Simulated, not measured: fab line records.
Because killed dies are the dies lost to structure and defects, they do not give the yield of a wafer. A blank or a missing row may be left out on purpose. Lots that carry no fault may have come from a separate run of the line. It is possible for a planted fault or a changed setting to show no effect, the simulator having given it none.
What tool caused it? | flow sky130 | Sampling: 11 lots, 33 wafers, 4 of 708 route steps

== WHAT THE GAUGES READ, wafer by wafer ==
SKY_VT_ADJUST_HVTR_TW_MEAS_11. Usual: for VT_ADJUST_HVTR_TW the level is 211.4 and the standard deviation is 1.6.
lot  | measured     | on            | VT_ADJUST_HVTR_TW | flag
L780 | day 9 16:07  | film-metro-04 | 211.3 209.7 210.3 |
L781 | day 10 00:13 | film-metro-02 | 213.1 214.0 213.5 |
L783 | day 10 11:40 | film-metro-02 | 214.0 213.2 213.1 |
L790 | day 12 16:47 | film-metro-03 | 213.8 212.3 213.2 |
L791 | day 13 01:04 | film-metro-04 | 209.5 210.2 211.0 |
L792 | day 13 11:28 | film-metro-04 | 211.3 210.8 210.8 |
L798 | day 15 16:25 | film-metro-04 | 210.5 209.9 210.4 |
L799 | day 15 20:35 | film-metro-02 | 212.7 213.8 213.4 |
L800 | day 16 01:08 | film-metro-02 | 211.8 210.8 212.3 |
L802 | day 16 10:10 | film-metro-04 | 208.9 208.6 208.4 |
L801 | day 16 14:13 | film-metro-04 | 210.3 210.3 209.4 |

SKY_GATE_OXIDE_TW_MEAS_14. Usual: for GATE_OXIDE_TW the level is 224.3 and the standard deviation is 1.3.
lot  | measured     | on            | GATE_OXIDE_TW     | flag
L780 | day 13 22:29 | film-metro-04 | 224.2 223.9 225.0 |
L781 | day 14 08:49 | film-metro-02 | 226.2 226.4 226.2 |
L783 | day 15 00:16 | film-metro-03 | 225.8 224.5 223.1 |
L790 | day 17 14:03 | film-metro-02 | 223.2 224.2 224.3 |
L791 | day 17 22:01 | film-metro-04 | 223.3 222.5 224.6 |
L792 | day 18 09:47 | film-metro-02 | 225.6 225.8 225.8 |
L798 | day 21 00:32 | film-metro-04 | 222.8 223.6 222.8 |
L799 | day 21 02:14 | film-metro-02 | 225.5 225.0 225.3 |
L800 | day 21 10:35 | film-metro-04 | 223.3 225.3 224.0 |
L802 | day 21 17:25 | film-metro-02 | 226.1 225.1 226.3 |
L801 | day 21 23:40 | film-metro-04 | 224.7 222.9 223.9 |

SKY_POLY_GATE_THK_MEAS_01. Usual: for POLY_GATE_CVD_00_THK the level is 180.2 nm and the standard deviation is 1.6.
lot  | measured     | on            | POLY_GATE_CVD_00_THK (nm) | flag
L780 | day 14 01:28 | film-metro-03 | 181.1 180.0 180.9         |
L781 | day 14 12:08 | film-metro-02 | 180.4 179.4 180.7         |
L783 | day 15 03:52 | film-metro-03 | 179.0 180.9 180.1         |
L790 | day 17 17:17 | film-metro-03 | 134.8 133.8 134.4         | OFF
L791 | day 18 01:38 | film-metro-03 | 137.9 137.9 138.0         | OFF
L792 | day 18 13:03 | film-metro-01 | 133.3 135.4 132.8         | OFF
L798 | day 21 03:23 | film-metro-03 | 183.6 183.2 183.7         |
L799 | day 21 05:04 | film-metro-03 | 182.1 181.4 180.9         |
L800 | day 21 14:06 | film-metro-02 | 178.7 180.4 178.2         |
L802 | day 21 20:15 | film-metro-02 | 179.9 180.6 180.8         |
L801 | day 22 02:30 | film-metro-03 | 178.0 180.5 179.5         |

== EACH LOT AND THE TOOL THAT RAN IT (in order: tool; ch and the chambers of the sampled wafers; start) ==
lot  | SKY_POLY_GATE_CVD_00
L780 | lpcvd-01 ch 0, day 14 00:15
L781 | lpcvd-01 ch 0, day 14 10:56
L783 | lpcvd-01 ch 1, day 15 02:39
L790 | lpcvd-01 ch 1, day 17 16:05
L791 | lpcvd-01 ch 0, day 18 00:25
L792 | lpcvd-01 ch 1, day 18 11:50
L798 | lpcvd-01 ch 0, day 21 02:10
L799 | lpcvd-01 ch 0, day 21 03:52
L800 | lpcvd-01 ch 0, day 21 12:17
L802 | lpcvd-01 ch 1, day 21 19:03
L801 | lpcvd-01 ch 1, day 22 01:18
- SKY_POLY_GATE_CVD_00: deposits poly-Si, target thk 180 nm, time 720 s.

== AS READ BY THE TOOLS THEMSELVES (means over the sampled wafers that have a number; for cases with no such wafer, the mark the record gives instead) ==
SKY_POLY_GATE_CVD_00. Usual: spike-tc-bottom-C 642 C, standard deviation 3.8; spike-tc-centre-C 621.8 C, standard deviation 1; spike-tc-lower-C 618.6 C, standard deviation 1.2; spike-tc-top-C 639.8 C, standard deviation 1.8; spike-tc-upper-C 621.0 C, standard deviation 1.9.
lot  | tool     | spike-tc-bottom-C (C) | spike-tc-centre-C (C) | spike-tc-lower-C (C) | spike-tc-top-C (C) | spike-tc-upper-C (C) | flag
L780 | lpcvd-01 | 645                   | 621.2                 | 617.8                | 638.8              | 623.0                |
L781 | lpcvd-01 | 645                   | 621.2                 | 617.4                | 638.2              | 621.5                |
L783 | lpcvd-01 | 638                   | 622.9                 | 619.3                | 641.6              | 618.6                |
L790 | lpcvd-01 | 625                   | 610.4                 | 607.0                | 629.2              | 606.1                | OFF
L791 | lpcvd-01 | 633                   | 610.0                 | 605.7                | 626.7              | 610.1                | OFF
L792 | lpcvd-01 | 625                   | 610.4                 | 607.5                | 629.5              | 606.5                | OFF
L798 | lpcvd-01 | 645                   | 620.5                 | 618.6                | 639.1              | 621.9                |
L799 | lpcvd-01 | 645                   | 622.1                 | 618.3                | 638.0              | 622.7                |
L800 | lpcvd-01 | 645                   | 621.8                 | 617.6                | 638.6              | 622.6                |
L802 | lpcvd-01 | 638                   | 622.5                 | 620.1                | 641.2              | 618.5                |
L801 | lpcvd-01 | 637                   | 622.8                 | 619.5                | 641.9              | 619.2                |

== THE ANSWER, worked out from the rows above alone ==
Rule: a lot is off if the mean of its wafers that have a number lies more than 3 standard deviations from the usual mean. Also off: a lot with no number at a reading for which 4 or more lots have one. All remaining lots with rows at the step are treated as sound. The gauges are gone through in route order, then the tools' own readings, and for those a lot's mean is taken as printed above. The first step at which some lot is off is used, and at that step the reading that is off furthest; a lot without a number counts as furthest.
Off: at SKY_POLY_GATE_THK_MEAS_01 (POLY_GATE_CVD_00_THK), L790, L791, L792.
A tool fits if, at a process step before that reading, it ran every lot that is off, and no sound lot after the first of them. The gauges at SKY_POLY_GATE_THK_MEAS_01 aren't tried: what is off there is off at SKY_POLY_GATE_CVD_00 too, on other tools, and a gauge's error can't cause that. Not one of the candidates tried fits.

== WHAT THE SIMULATOR PUT IN ==
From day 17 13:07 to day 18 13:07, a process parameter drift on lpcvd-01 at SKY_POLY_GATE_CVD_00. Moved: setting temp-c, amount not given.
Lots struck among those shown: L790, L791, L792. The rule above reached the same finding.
